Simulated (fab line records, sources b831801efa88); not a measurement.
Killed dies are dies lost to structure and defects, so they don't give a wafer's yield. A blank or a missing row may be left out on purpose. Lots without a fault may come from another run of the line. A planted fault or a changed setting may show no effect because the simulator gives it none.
Which tool did it? | flow gf180mcu | 13 lots, 39 wafers sampled, at 4 steps of a route of 602

WHAT THE GAUGES READ, wafer by wafer
GF_M5_CD_MEAS_07: target cd 280 nm. Usual: cd_nm 280.4 nm, standard deviation 1.2.
lot  | measured     | on        | cd_nm (nm)        | flag
L427 | day 26 10:45 | cd_sem-01 | 282.3 283.2 280.8 |
L428 | day 26 18:14 | cd_sem-01 | 279.2 280.0 279.1 |
L429 | day 27 06:23 | cd_sem-02 | 281.7 280.5 280.8 |
L431 | day 27 13:37 | cd_sem-02 | 278.9 280.2 279.7 |
L433 | day 28 06:14 | cd_sem-02 | 280.7 280.0 280.1 |
L434 | day 28 17:41 | cd_sem-02 | 281.6 281.3 281.4 |
L441 | day 30 15:14 | cd_sem-02 | 278.3 279.8 279.4 |
L443 | day 31 06:02 | cd_sem-01 | 280.5 279.6 278.9 |
L444 | day 31 09:50 | cd_sem-01 | 281.0 281.5 281.4 |
L445 | day 31 13:58 | cd_sem-01 | 280.4 280.7 280.7 |
L446 | day 31 20:03 | cd_sem-01 | 281.0 281.7 281.8 |
L447 | day 32 04:33 | cd_sem-02 | 280.3 280.7 279.9 |
L448 | day 32 10:54 | cd_sem-02 | 281.0 281.7 281.7 |

WHICH TOOL RAN EACH LOT (tool, then ch and the chambers of the sampled wafers, then the start)
lot  | GF_M1_METAL_ETCH_16               | GF_MIM_SPUTTER_00            | GF_MIM_SPUTTER_03
L427 | rie_metal-01 ch 0,1, day 17 08:41 | pvd_sputter-01, day 24 15:44 | pvd_sputter-01, day 24 15:54
L428 | rie_metal-03 ch 0, day 17 16:05   | pvd_sputter-01, day 25 00:29 | pvd_sputter-01, day 25 00:38
L429 | rie_metal-03 ch 0,1, day 18 05:57 | pvd_sputter-02, day 25 12:10 | pvd_sputter-02, day 25 12:20
L431 | rie_metal-01 ch 1, day 18 16:39   | pvd_sputter-01, day 25 20:26 | pvd_sputter-01, day 25 20:36
L433 | rie_metal-03 ch 0,1, day 19 10:06 | pvd_sputter-04, day 26 13:26 | pvd_sputter-04, day 26 13:35
L434 | rie_metal-03 ch 0,1, day 19 22:44 | pvd_sputter-04, day 27 01:41 | pvd_sputter-04, day 27 01:51
L441 | rie_metal-01 ch 0,1, day 22 09:08 | pvd_sputter-02, day 29 01:45 | pvd_sputter-02, day 29 01:55
L443 | rie_metal-02 ch 0,1, day 23 07:04 | pvd_sputter-01, day 29 17:43 | pvd_sputter-01, day 29 17:52
L444 | rie_metal-03 ch 0,1, day 23 09:38 | pvd_sputter-01, day 29 21:05 | pvd_sputter-01, day 29 21:15
L445 | rie_metal-03 ch 0,1, day 23 13:59 | pvd_sputter-02, day 30 01:05 | pvd_sputter-02, day 30 01:14
L446 | rie_metal-02 ch 0,1, day 23 22:17 | pvd_sputter-02, day 30 08:28 | pvd_sputter-02, day 30 08:38
L447 | rie_metal-01 ch 0,1, day 24 07:47 | pvd_sputter-01, day 30 17:23 | pvd_sputter-01, day 30 17:33
L448 | rie_metal-01 ch 0,1, day 24 15:08 | pvd_sputter-01, day 30 23:40 | pvd_sputter-01, day 30 23:49
- GF_M1_METAL_ETCH_16: etches the open film in Cl2/BCl3, stops on SiO2, target depth 627.5 nm, time 104.6 s.
- GF_MIM_SPUTTER_00: material Ti, target thk 37.5 nm, time 150 s.
- GF_MIM_SPUTTER_03: material Ti, target thk 10 nm, time 6.7 s.

WHAT THE TOOLS THEMSELVES READ (means of the sampled wafers that have a number; where no wafer has one, the mark that the record gives instead)
GF_M1_METAL_ETCH_16. Usual: drypump_motor_current_A 5.5 A, standard deviation 0.62; oes_product_au 0.974 a.u., standard deviation 0.0063; throttle_valve_pct 28.249 %, standard deviation 0.0098.
lot  | tool         | drypump_motor_current_A (A) | oes_product_au (a.u.) | throttle_valve_pct (%) | flag
L427 | rie_metal-01 | 5.1                         | 0.977                 | 28.245                 |
L428 | rie_metal-03 | 5.1                         | 0.983                 | 28.248                 |
L429 | rie_metal-03 | 5.5                         | 0.978                 | 28.241                 |
L431 | rie_metal-01 | 4.6                         | 0.970                 | 28.251                 |
L433 | rie_metal-03 | 5.5                         | 0.981                 | 28.248                 |
L434 | rie_metal-03 | 5.5                         | 0.963                 | 28.257                 |
L441 | rie_metal-01 | 5.2                         | 0.974                 | 28.254                 |
L443 | rie_metal-02 | 5.8                         | 0.970                 | 28.242                 |
L444 | rie_metal-03 | 5.6                         | 0.975                 | 28.249                 |
L445 | rie_metal-03 | 6.0                         | 0.969                 | 28.257                 |
L446 | rie_metal-02 | 5.5                         | 0.981                 | 28.243                 |
L447 | rie_metal-01 | 4.9                         | 0.972                 | 28.250                 |
L448 | rie_metal-01 | 5.1                         | 0.973                 | 28.249                 |

GF_MIM_SPUTTER_00. Usual: throttle_valve_pct 29.8 %, standard deviation 1.
lot  | tool           | throttle_valve_pct (%) | flag
L427 | pvd_sputter-01 | 30.2                   |
L428 | pvd_sputter-01 | 30.0                   |
L429 | pvd_sputter-02 | 29.4                   |
L431 | pvd_sputter-01 | 30.5                   |
L433 | pvd_sputter-04 | 28.6                   |
L434 | pvd_sputter-04 | 29.8                   |
L441 | pvd_sputter-02 | 29.4                   |
L443 | pvd_sputter-01 | 30.5                   |
L444 | pvd_sputter-01 | 30.0                   |
L445 | pvd_sputter-02 | 28.7                   |
L446 | pvd_sputter-02 | 28.9                   |
L447 | pvd_sputter-01 | 30.9                   |
L448 | pvd_sputter-01 | 29.6                   |

GF_MIM_SPUTTER_03. Usual: throttle_valve_pct 29.7 %, standard deviation 1.
lot  | tool           | throttle_valve_pct (%) | flag
L427 | pvd_sputter-01 | 30.3                   |
L428 | pvd_sputter-01 | 30.2                   |
L429 | pvd_sputter-02 | 29.2                   |
L431 | pvd_sputter-01 | 30.5                   |
L433 | pvd_sputter-04 | 28.7                   |
L434 | pvd_sputter-04 | 29.8                   |
L441 | pvd_sputter-02 | 29.0                   |
L443 | pvd_sputter-01 | 30.5                   |
L444 | pvd_sputter-01 | 30.2                   |
L445 | pvd_sputter-02 | 28.8                   |
L446 | pvd_sputter-02 | 28.9                   |
L447 | pvd_sputter-01 | 30.9                   |
L448 | pvd_sputter-01 | 29.6                   |

THE ANSWER, worked out from the rows above alone
Rule: a lot is off if the mean of its wafers that have a number lies more than 3 standard deviations from the usual mean. A lot without any number at a reading at which 4 lots or more have one is off too. The other lots that the step has rows for count as sound. The gauges are gone through in route order, then the tools' own readings, and for those a lot's mean is taken as printed above. The first step at which some lot is off is used, and at that step the reading that is off furthest; a lot without a number counts as furthest.
No lot is off at any reading shown: from this, nothing can be told.

WHAT THE SIMULATOR HAD PUT IN
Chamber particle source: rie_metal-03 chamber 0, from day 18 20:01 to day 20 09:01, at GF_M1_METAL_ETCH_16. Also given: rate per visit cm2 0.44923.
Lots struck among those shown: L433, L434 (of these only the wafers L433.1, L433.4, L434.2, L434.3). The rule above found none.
